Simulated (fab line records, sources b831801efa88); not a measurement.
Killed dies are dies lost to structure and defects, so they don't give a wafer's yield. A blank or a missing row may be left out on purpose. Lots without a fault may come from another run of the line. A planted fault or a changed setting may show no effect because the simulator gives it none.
fab line records | flow sky130
record lots=5 wafers=15 last_day=49
route steps=708 shown CONTACT@426 METAL1@434 PAD_OPEN@708
lots that met no fault: from a run of the same line without faults
start_h: hours from the record's first day to the start of the lot's first wafer shown | wait_h: hours since the lot's step before | " the same as in the row above | L1.1+2: a row that stands for several wafers | - no value, or no start given | * or withheld: withheld | < > ~ a bound
route shown NAME@n: a module of which the file shows steps, and the number in the route of the first | usual: mean/standard deviation of fault-free wafers | same: alike in all rows | chamber/n: place in a boat | sites: the reading at each site | _std_site: their standard deviation | _edge_site: outer sites' mean less inner sites' | radius_mm: how far each site lies from the wafer's centre | mask NAME#n: copy n | behind: the tool/chamber that last shaped the wafer | hold: why the lot was held/for how many hours/how that ended | device: the transistor (n, p or np) that didn't switch | end of line: the same wafers' tests at the end of the route | a step without rows: its recipe alone | killed: dies lost to structure and defects at the first sort, not the wafer's yield | map: a wafer's dies, x killed, . not, _ none there
set.NAME: the setting as run; set.NAME@STEP: as run at that earlier step | model.NAME: the simulator's own value behind a step, which no gauge read
lots at some steps of the route; a table a step, a row a wafer
services: from which hour (start_h, from the record's first day; less than 0 if before it) a tool's chamber was out of use, for how many hours, and why
## steps
# step SKY_CONTACT_STRIP_20
# recipe chemistry=post_etch_residue_remover time_s=1200 temp_c=72.5
# step SKY_CONTACT_CLEAN_21
# recipe chemistry=IPA time_s=180 temp_c=25
# step SKY_CONTACT_CLEAN_22
# recipe chemistry=O3/DIW dry=n2_spin
# step SKY_CONTACT_SPUTTER_23
# recipe material=TiN target_thk_nm=20 chamber_pressure_pa=5 power_w=4000 time_s=80
# step SKY_CONTACT_CVD_24
# recipe material=W target_thk_nm=340 time_s=102.12 temp_c=400 pressure_torr=40
# usual heater_power_outer_w=538/37 heater_power_w=865/34
# columns lot.wafer tool chamber start_h wait_h heater_power_outer_w heater_power_w
L677.1 cvd_w-02 1 746.51 0.0 568 882
L677.4 " 0 " " 520 859
L677.6 " 1 " " 576 866
L682.4 cvd_w-02 1 783.32 0.1 561 868
L682.5 " 1 " " 572 863
L682.6 " 0 " " 521 877
L687.1 cvd_w-01 0 830.91 0.0 484 810
L687.3 " 0 " " 490 807
L687.6 " 0 " " 495 824
L695.2 cvd_w-02 0 871.49 0.0 529 912
L695.3 " 0 " " 515 894
L695.4 " 1 " " 571 892
L698.1 cvd_w-02 0 888.45 0.0 515 892
L698.4 " 1 " " 573 869
L698.5 " 0 " " 516 895
# step SKY_CONTACT_RS_MEAS_25
# recipe thk_meas_gauge=four-point-probe reads=W_of_CONTACT_CVD_24+TiN_of_CONTACT_SPUTTER_23
# usual CONTACT_W_RS=0.339/0.004
# columns lot.wafer tool chamber start_h wait_h CONTACT_W_RS[ohm/sq]
L677.1 film_metro-01 - 746.62 0.1 0.333
L677.4 " - " " 0.338
L677.6 " - " " 0.336
L682.4 film_metro-01 - 783.45 0.1 0.345
L682.5 " - " " 0.344
L682.6 " - " " 0.344
L687.1 film_metro-03 - 831.13 0.2 0.341
L687.3 " - " " 0.340
L687.6 " - " " 0.346
L695.2 film_metro-02 - 871.62 0.1 0.339
L695.3 " - " " 0.337
L695.4 " - " " 0.338
L698.1 film_metro-03 - 888.56 0.1 0.339
L698.4 " - " " 0.336
L698.5 " - " " 0.337
# step SKY_CONTACT_THK_MEAS_26
# recipe thk_meas_gauge=xrf reads=W_of_CONTACT_CVD_24
# usual CONTACT_W_THK=342/4.9
# columns lot.wafer tool chamber start_h wait_h CONTACT_W_THK[nm]
L677.1 film_metro-01 - 746.74 0.1 354
L677.4 " - " " 348
L677.6 " - " " 350
L682.4 film_metro-01 - 783.54 0.1 340
L682.5 " - " " 340
L682.6 " - " " 341
L687.1 film_metro-03 - 831.25 0.1 341
L687.3 " - " " 339
L687.6 " - " " 332
L695.2 film_metro-02 - 871.73 0.1 343
L695.3 " - " " 346
L695.4 " - " " 343
L698.1 film_metro-03 - 888.68 0.1 338
L698.4 " - " " 343
L698.5 " - " " 343
# step SKY_CONTACT_CMP_27
# recipe stop_on=SiO2 t_overpolish_s=15 down_force_psi=3.5 platen_rpm=60 target_thk_nm=0 pad_velocity_m_s=0.94248
# step SKY_METAL1_SPUTTER_00
# recipe material=Ti target_thk_nm=15 power_w=3000 time_s=10 chamber_pressure_pa=0.4
# usual throttle_valve_pct=29.9/1.2
# columns lot.wafer tool chamber start_h wait_h throttle_valve_pct
L677.1 pvd_sputter-04 - 747.33 0.1 27.8
L677.4 " - " " 29.0
L677.6 " - " " 31.6
L682.4 pvd_sputter-04 - 783.87 0.1 27.5
L682.5 " - " " 31.8
L682.6 " - " " 29.0
L687.1 pvd_sputter-01 - 831.61 0.1 30.6
L687.3 " - " " 30.8
L687.6 " - " " 31.0
L695.2 pvd_sputter-04 - 872.08 0.1 28.5
L695.3 " - " " 29.1
L695.4 " - " " 31.8
L698.1 pvd_sputter-03 - 889.04 0.1 29.4
L698.4 " - " " 30.2
L698.5 " - " " 30.7
# step SKY_METAL1_SPUTTER_01
# recipe material=TiN target_thk_nm=20 power_w=6500 time_s=16.7 chamber_pressure_pa=0.4
# step SKY_METAL1_SPUTTER_02
# recipe material=AlCu target_thk_nm=250 power_w=10600 time_s=13.3 chamber_pressure_pa=0.4
# usual throttle_valve_pct=29.9/1.2
# columns lot.wafer tool chamber start_h wait_h throttle_valve_pct
L677.1 pvd_sputter-04 - 747.38 0.0 28.0
L677.4 " - " " 29.2
L677.6 " - " " 31.9
L682.4 pvd_sputter-04 - 783.92 0.0 28.1
L682.5 " - " " 31.7
L682.6 " - " " 29.0
L687.1 pvd_sputter-01 - 831.66 0.0 30.3
L687.3 " - " " 30.6
L687.6 " - " " 30.7
L695.2 pvd_sputter-04 - 872.12 0.0 28.7
L695.3 " - " " 29.1
L695.4 " - " " 31.7
L698.1 pvd_sputter-03 - 889.09 0.0 29.4
L698.4 " - " " 30.3
L698.5 " - " " 30.8
# step SKY_METAL1_SPUTTER_03
# recipe material=Ti target_thk_nm=5 power_w=3000 time_s=3.3 chamber_pressure_pa=0.4
# step SKY_METAL1_SPUTTER_04
# recipe material=TiN target_thk_nm=70 power_w=6500 time_s=58.3 chamber_pressure_pa=0.4
# usual throttle_valve_pct=29.9/1.2
# columns lot.wafer tool chamber start_h wait_h throttle_valve_pct model.TiN_of_METAL1_SPUTTER_04.thk_nm
L677.1 pvd_sputter-04 - 747.42 0.0 28.1 69.09
L677.4 " - " " 29.1 68.91
L677.6 " - " " 32.0 69.65
L682.4 pvd_sputter-04 - 783.96 0.0 28.0 70.03
L682.5 " - " " 31.5 69.91
L682.6 " - " " 28.9 69.64
L687.1 pvd_sputter-01 - 831.70 0.0 30.3 70.55
L687.3 " - " " 30.8 70.06
L687.6 " - " " 30.9 70.6
L695.2 pvd_sputter-04 - 872.17 0.0 28.9 70.17
L695.3 " - " " 29.0 69.57
L695.4 " - " " 31.6 85.24
L698.1 pvd_sputter-03 - 889.13 0.0 29.8 71.61
L698.4 " - " " 30.0 70.12
L698.5 " - " " 30.8 71.25
# step SKY_METAL1_RS_MEAS_05
# recipe thk_meas_gauge=four-point-probe reads=TiN_of_METAL1_SPUTTER_04+Ti_of_METAL1_SPUTTER_03+AlCu_of_METAL1_SPUTTER_02+TiN_of_METAL1_SPUTTER_01+Ti_of_METAL1_SPUTTER_00
# usual METAL1_ALCU_RS=0.1268/0.0011
# columns lot.wafer tool chamber start_h wait_h METAL1_ALCU_RS[ohm/sq]
L677.1 film_metro-03 - 747.47 0.0 0.1275
L677.4 " - " " 0.1279
L677.6 " - " " 0.1284
L682.4 film_metro-02 - 784.07 0.1 0.1289
L682.5 " - " " 0.1286
L682.6 " - " " 0.1269
L687.1 film_metro-03 - 831.75 0.0 0.1265
L687.3 " - " " 0.1272
L687.6 " - " " 0.1263
L695.2 film_metro-03 - 872.24 0.0 0.1260
L695.3 " - " " 0.1242
L695.4 " - " " 0.1255
L698.1 film_metro-02 - 889.18 0.0 0.1262
L698.4 " - " " 0.1248
L698.5 " - " " 0.1252
# step SKY_METAL1_THK_MEAS_06
# recipe thk_meas_gauge=xrf reads=AlCu_of_METAL1_SPUTTER_02
# usual METAL1_ALCU_THK=248.8/2.4
# columns lot.wafer tool chamber start_h wait_h METAL1_ALCU_THK[nm]
L677.1 film_metro-03 - 747.59 0.1 248.9
L677.4 " - " " 246.8
L677.6 " - " " 244.5
L682.4 film_metro-02 - 784.16 0.1 243.4
L682.5 " - " " 243.0
L682.6 " - " " 246.0
L687.1 film_metro-03 - 831.87 0.1 249.4
L687.3 " - " " 248.5
L687.6 " - " " 249.6
L695.2 film_metro-03 - 872.35 0.1 250.0
L695.3 " - " " 255.7
L695.4 " - " " 242.4
L698.1 film_metro-02 - 889.30 0.1 249.6
L698.4 " - " " 254.0
L698.5 " - " " 251.3
# step SKY_METAL1_DEHYDRATE_07
# recipe temp_c=200 time_s=60
# step SKY_METAL1_HMDS_08
# recipe prime_time_s=60 prime_temp_c=120
# step SKY_METAL1_COAT_09
# recipe resist=BARC temp_c=withheld time_s=withheld spin_rpm=3000 resist_thk_nm=60
# step SKY_METAL1_COAT_10
# recipe resist=KrF-thick spin_rpm=3000 resist_thk_nm=450
# step SKY_METAL1_SOFTBAKE_11
# recipe temp_c=100 time_s=90 resist=KrF-thick
# step SKY_METAL1_EXPOSE_12
# recipe mask_id=MM1 na=0.8 source_shape=annular sigma_inner=0.55 sigma_outer=0.85 target_cd_nm=140 dose_mj=28
# step SKY_METAL1_PEB_13
# recipe peb_temp_c=withheld peb_time_s=withheld resist=KrF-thick
# step SKY_METAL1_DEVELOP_14
# recipe develop_time_s=60 resist=KrF-thick dev_temp_c=21
# step SKY_METAL1_CD_MEAS_15
# recipe target_cd_nm=140
# usual cd_nm=140.0/1.8
# columns lot.wafer tool chamber start_h wait_h cd_nm
L677.1 cd_sem-02 - 774.23 - 139.4
L677.4 " - " " 140.5
L677.6 " - " " 139.9
L682.4 cd_sem-02 - 809.69 - 138.6
L682.5 " - " " 139.3
L682.6 " - " " 138.5
L687.1 cd_sem-02 - 857.02 - 139.8
L687.3 " - " " 139.8
L687.6 " - " " 140.7
L695.2 cd_sem-02 - 897.90 - 140.2
L695.3 " - " " 139.2
L695.4 " - " " 140.4
L698.1 cd_sem-02 - 914.48 - 141.7
L698.4 " - " " 141.8
L698.5 " - " " 141.6
# step SKY_METAL1_OVL_MEAS_16
# usual METAL1_OVL=-1/4.9
# columns lot.wafer tool chamber start_h wait_h METAL1_OVL[nm]
L677.1 overlay-02 - 774.35 0.1 -5
L677.4 " - " " -3
L677.6 " - " " -4
L682.4 overlay-02 - 809.76 0.1 1
L682.5 " - " " -6
L682.6 " - " " 2
L687.1 overlay-02 - 857.14 0.1 2
L687.3 " - " " 1
L687.6 " - " " 4
L695.2 overlay-01 - 898.01 0.1 5
L695.3 " - " " 7
L695.4 " - " " 5
L698.1 overlay-01 - 914.60 0.1 -5
L698.4 " - " " -1
L698.5 " - " " 1
# step SKY_METAL1_DESCUM_17
# recipe chemistry=O2 source_power_w=150 bias_power_w=0 pressure_mtorr=10 temp_c=40 time_s=8
# usual drypump_motor_current_A=5.8/0.47 oes_product_au=1.000/0.0072
# columns lot.wafer tool chamber start_h wait_h drypump_motor_current_A oes_product_au rf_hours_counter_h
L677.1 rie_metal-03 0 774.38 0.0 6.4 1.003 1
L677.4 " 0 " " 6.4 0.997 -
L677.6 " 1 " " 6.1 1.003 -
L682.4 rie_metal-01 0 809.81 0.0 5.6 0.995 -
L682.5 " 0 " " 5.6 1.001 -
L682.6 " 0 " " 5.6 0.988 -
L687.1 rie_metal-04 1 857.18 0.0 5.9 1.012 8
L687.3 " 1 " " 5.9 1.008 -
L687.6 " 0 " " 4.6 1.009 -
L695.2 rie_metal-04 0 898.04 0.0 4.6 1.010 8
L695.3 " 1 " " 5.9 0.996 -
L695.4 " 0 " " 4.6 1.000 -
L698.1 rie_metal-01 0 914.63 0.0 5.6 1.009 4
L698.4 " 1 " " 5.6 0.991 -
L698.5 " 0 " " 5.6 0.999 -
# step SKY_METAL1_ETCH_18
# recipe chemistry=N2/H2 target=BARC ion_energy_ev=200 bias_w=100 pressure_mtorr=30 n2_flow_sccm=100 h2_flow_sccm=200 icp_w=500 stop_on=SiO2 time_s=45.9 target_depth_a=600
# step SKY_METAL1_METAL_ETCH_19
# recipe target_depth_a=3600 stop_on=SiO2 over_etch_frac=0.3 time_s=78 chemistry=Cl2/BCl3 resist_sidewall_deg=88 pressure_mtorr=10 icp_w=900 bias_w=48.5 Cl2_flow_sccm=60 bcl3_flow_sccm=30
# usual drypump_motor_current_A=5.8/0.47 mfc_cl2_sccm=60.01/0.17 oes_product_au=0.854/0.0052 throttle_valve_pct=22.265/0.0099
# same over_etch_frac=0.3
# columns lot.wafer tool chamber start_h wait_h drypump_motor_current_A mfc_cl2_sccm oes_product_au rf_hours_counter_h throttle_valve_pct
L677.1 rie_metal-03 0 774.48 0.0 6.4 60.12 0.852 1 22.270
L677.4 " 0 " " 6.4 60.09 0.853 - 22.272
L677.6 " 1 " " 6.0 59.97 0.856 - 22.254
L682.4 rie_metal-01 0 810.06 0.1 5.6 60.18 0.851 - 22.275
L682.5 " 0 " " 5.6 59.88 0.854 - 22.267
L682.6 " 0 " " 5.6 60.06 0.849 - 22.276
L687.1 rie_metal-04 1 857.27 0.0 5.9 59.94 0.862 8 22.279
L687.3 " 1 " " 5.9 59.96 0.850 - 22.252
L687.6 " 0 " " 4.7 59.80 0.858 - 22.269
L695.2 rie_metal-04 0 898.13 0.0 4.6 59.67 0.857 8 22.276
L695.3 " 1 " " 5.9 60.02 0.853 - 22.268
L695.4 " 0 " " 4.7 59.93 0.863 - 22.272
L698.1 rie_metal-01 0 914.73 0.0 5.6 59.83 0.858 4 22.259
L698.4 " 1 " " 5.6 60.25 0.867 - 22.246
L698.5 " 0 " " 5.6 59.72 0.858 - 22.242
# step SKY_METAL1_STRIP_20
# recipe chemistry=O2/N2 power_w=1400 pressure_mtorr=1500 platen_temp_c=withheld o2_flow_sccm=3000 n2_flow_sccm=300 overash_fraction=0.5
# step SKY_METAL1_STRIP_21
# recipe chemistry=post_etch_residue_remover time_s=1200 temp_c=72.5
# usual bath_guard_temp_C=72.5/0.57
# columns lot.wafer tool chamber start_h wait_h bath_guard_temp_C model.TiN_of_METAL1_SPUTTER_04.thk_nm
L677.1 wet_bench-04 2 774.67 0.1 72.4 68.67
L677.4 " 2 " " 72.4 68.49
L677.6 " 2 " " 71.9 69.23
L682.4 wet_bench-02 1 810.25 0.0 71.7 69.6
L682.5 " 1 " " 72.0 69.48
L682.6 " 1 " " 71.6 69.21
L687.1 wet_bench-01 0 857.46 0.1 73.1 70.14
L687.3 " 0 " " 72.9 69.65
L687.6 " 0 " " 73.4 70.19
L695.2 wet_bench-02 1 898.32 0.1 71.6 69.74
L695.3 " 1 " " 72.0 69.14
L695.4 " 1 " " 72.1 84.81
L698.1 wet_bench-04 0 914.92 0.1 71.9 71.19
L698.4 " 0 " " 72.4 69.69
L698.5 " 0 " " 72.0 70.82
# step SKY_METAL1_CLEAN_22
# recipe chemistry=IPA time_s=180 temp_c=25
# step SKY_PAD_OPEN_PROBE_99
# usual defect_limited_yield=82.3/2 killed_at_M0_to_M3=43/7.3 killed_at_M4_up=3.2/1.8 killed_at_contacts=24/5.8 killed_at_front_end=16/4.5 killed_at_other=0.3/0.53 killed_dies=87/9.9 killed_open=48/6.8 killed_short=39/6.9 sort_bin_3_pad_short=0.8/0.42 sort_bin_5_function=10.4/1.6 sort_bin_6_memory=6.4/1.2 sort_n_pass=405/9.9 sort_yield_pct=82.3/2
# same gross_dies=492 killed_at_back_side=0 sort_bin_4_leakage[%]=0 sort_bin_8_speed[%]=0
# columns lot.wafer tool chamber start_h wait_h defect_limited_yield[%] killed_at_M0_to_M3 killed_at_M4_up killed_at_contacts killed_at_front_end killed_at_other killed_dies killed_open killed_short sort_bin_3_pad_short[%] sort_bin_5_function[%] sort_bin_6_memory[%] sort_n_pass sort_yield_pct[%]
L677.1 prober-02 - 1079.44 0.1 83.3 38 2 16 24 2 82 39 43 1.2 10.6 4.9 410 83.3
L677.4 prober-02 - 1079.59 0.2 82.5 38 2 37 9 0 86 48 38 0.6 10.2 6.7 406 82.5
L677.6 prober-02 - 1079.69 0.2 86.0 28 2 25 14 0 69 43 26 0.8 7.1 6.1 423 86.0
L682.4 prober-01 - 1109.34 0.2 83.1 37 3 31 12 0 83 48 35 1.2 8.5 7.1 409 83.1
L682.5 prober-01 - 1109.39 0.2 82.9 33 4 21 26 0 84 51 33 0.4 10.8 5.9 408 82.9
L682.6 prober-01 - 1109.44 0.2 83.9 42 7 21 9 0 79 42 37 0.6 9.8 5.7 413 83.9
L687.1 prober-01 - 1144.89 0.1 86.4 32 5 15 15 0 67 33 34 0.4 8.3 4.9 425 86.4
L687.3 prober-01 - 1144.99 0.2 82.7 39 6 23 16 1 85 49 36 0.6 10.6 6.1 407 82.7
L687.6 prober-01 - 1145.14 0.2 84.3 35 4 24 14 0 77 43 34 0.4 9.3 5.9 415 84.3
L695.2 prober-02 - 1174.78 0.1 82.1 39 3 33 13 0 88 52 36 0.2 9.6 8.1 404 82.1
L695.3 prober-02 - 1174.83 0.2 81.1 40 6 25 22 0 93 50 43 2.0 9.8 7.1 399 81.1
L695.4 prober-02 - 1174.88 0.2 79.5 49 5 31 15 1 101 56 45 1.0 11.0 8.5 391 79.5
# killed by level:class
L677.1 VIA2:geometric_particle:open=7 FIELD_ISO:geometric_particle:open=6 FIELD_ISO:geometric_particle:short=6 VIA2:geometric_particle:short=5 POLY_GATE:geometric_particle:short=5 CONTACT:geometric_particle:open=5 METAL1:geometric_particle:short=5 VIA3:geometric_particle:open=5
L677.4 LI_CONTACT:geometric_particle:open=12 VIA1:geometric_particle:open=11 CONTACT:geometric_particle:short=10 CONTACT:geometric_particle:open=9 VIA3:geometric_particle:open=5 VIA2:geometric_particle:short=4 FIELD_ISO:geometric_particle:short=3 LI_CONTACT:geometric_particle:short=3
L677.6 LI_CONTACT:geometric_particle:open=9 CONTACT:geometric_particle:open=6 VIA1:geometric_particle:open=6 VIA2:geometric_particle:open=6 FIELD_ISO:geometric_particle:short=5 METAL2:geometric_particle:short=5 LI_CONTACT:geometric_particle:short=4 CONTACT:geometric_particle:short=4
L682.4 CONTACT:geometric_particle:open=11 VIA1:geometric_particle:open=10 LI_CONTACT:geometric_particle:open=9 CONTACT:geometric_particle:short=6 VIA2:geometric_particle:open=5 FIELD_ISO:geometric_particle:short=4 FIELD_ISO:geometric_particle:open=4 VIA1:geometric_particle:short=4
L682.5 VIA1:geometric_particle:open=11 FIELD_ISO:geometric_particle:open=10 CONTACT:geometric_particle:open=9 FIELD_ISO:geometric_particle:short=8 VIA2:geometric_particle:open=7 VIA3:geometric_particle:open=6 LOCAL_INTERCONNECT:geometric_particle:short=5 POLY_GATE:geometric_particle:short=4
L682.6 CONTACT:geometric_particle:open=10 VIA1:geometric_particle:open=10 VIA2:geometric_particle:open=6 VIA3:geometric_particle:open=5 METAL1:geometric_particle:short=5 METAL4:geometric_particle:short=5 FIELD_ISO:geometric_particle:short=4 METAL2:geometric_particle:short=4
L687.1 FIELD_ISO:geometric_particle:open=6 CONTACT:geometric_particle:open=6 POLY_GATE:geometric_particle:short=5 VIA1:geometric_particle:open=5 VIA2:geometric_particle:open=5 VIA2:geometric_particle:short=5 VIA3:geometric_particle:open=4 METAL1:geometric_particle:short=4
L687.3 VIA1:geometric_particle:open=15 CONTACT:geometric_particle:open=10 FIELD_ISO:geometric_particle:open=6 VIA2:geometric_particle:open=5 FIELD_ISO:geometric_particle:short=4 VIA1:geometric_particle:short=4 LI_CONTACT:geometric_particle:open=4 CONTACT:geometric_particle:short=4
L687.6 VIA2:geometric_particle:open=8 LI_CONTACT:geometric_particle:open=8 CONTACT:geometric_particle:open=8 METAL1:geometric_particle:short=6 VIA1:geometric_particle:open=5 POLY_GATE:geometric_particle:short=4 LI_CONTACT:geometric_particle:short=4 METAL2:geometric_particle:short=4
L695.2 CONTACT:geometric_particle:open=14 LI_CONTACT:geometric_particle:open=11 VIA1:geometric_particle:open=9 VIA1:geometric_particle:short=7 VIA2:geometric_particle:open=7 METAL2:geometric_particle:short=5 FIELD_ISO:geometric_particle:short=3 POLY_GATE:geometric_particle:short=3
L695.3 CONTACT:geometric_particle:open=11 VIA1:geometric_particle:open=9 LI_CONTACT:geometric_particle:open=6 FIELD_ISO:geometric_particle:short=5 METAL2:geometric_particle:short=5 POLY_GATE:geometric_particle:short=4 SPACER:geometric_particle:open=4 CONTACT:geometric_particle:short=4
L695.4 CONTACT:geometric_particle:open=16 VIA1:geometric_particle:open=9 VIA2:geometric_particle:open=7 VIA3:geometric_particle:open=6 LI_CONTACT:geometric_particle:open=5 METAL1:geometric_particle:short=5 METAL3:geometric_particle:short=5 FIELD_ISO:geometric_particle:open=4
## services
# columns tool chamber start_h hours kind
wet_bench-01 - 724.04 30.6 repair
cvd_w-01 - 736.57 6.9 pm
cvd_w-02 0 756.93 6.5 repair
wet_bench-01 - 756.97 5.0 repair
cvd_w-02 - 766.53 0.5 repair
pvd_sputter-01 - 768.45 2.1 repair
rie_metal-01 0 775.69 - clean
rie_metal-01 0 775.69 15.4 scheduled_down
rie_metal-01 0 775.69 15.4 vent_cycle
rie_metal-03 1 782.05 7.8 repair
rie_metal-01 - 783.44 0.3 repair
pvd_sputter-03 - 806.96 1.1 repair
rie_metal-01 1 807.13 8.2 repair
rie_metal-01 - 823.42 4.0 pm
cvd_w-02 0 824.55 13.3 repair
cvd_w-01 0 825.11 5.3 repair
cvd_w-01 1 829.04 9.6 repair
cvd_w-01 1 856.07 4.7 repair
rie_metal-04 - 869.38 0.2 repair
cvd_w-01 - 870.89 5.2 repair
pvd_sputter-04 - 893.05 2.2 repair
rie_metal-03 1 894.38 13.9 repair
cvd_w-02 - 904.00 14.0 pm
cvd_w-02 0 904.00 14.0 vent_cycle
## key
first_sign none at tools or gauges
model_effect step=SKY_METAL1_SPUTTER_04 value=TiN_of_METAL1_SPUTTER_04.thk_nm without=69.45 struck=85.24
model_effect step=SKY_METAL1_STRIP_21 value=TiN_of_METAL1_SPUTTER_04.thk_nm without=69.02 struck=84.81
met_at SKY_METAL1_SPUTTER_04
struck_wafers L695.4
onset_between 783.96 872.17
fault kind=process_parameter_drift tool=pvd_sputter-04 chamber=- onset_h=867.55 steps=SKY_METAL1_SPUTTER_04 channel=time_s offset=* shape=step end_h=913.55 scope=struck_wafers_only acts_in=* stated=*
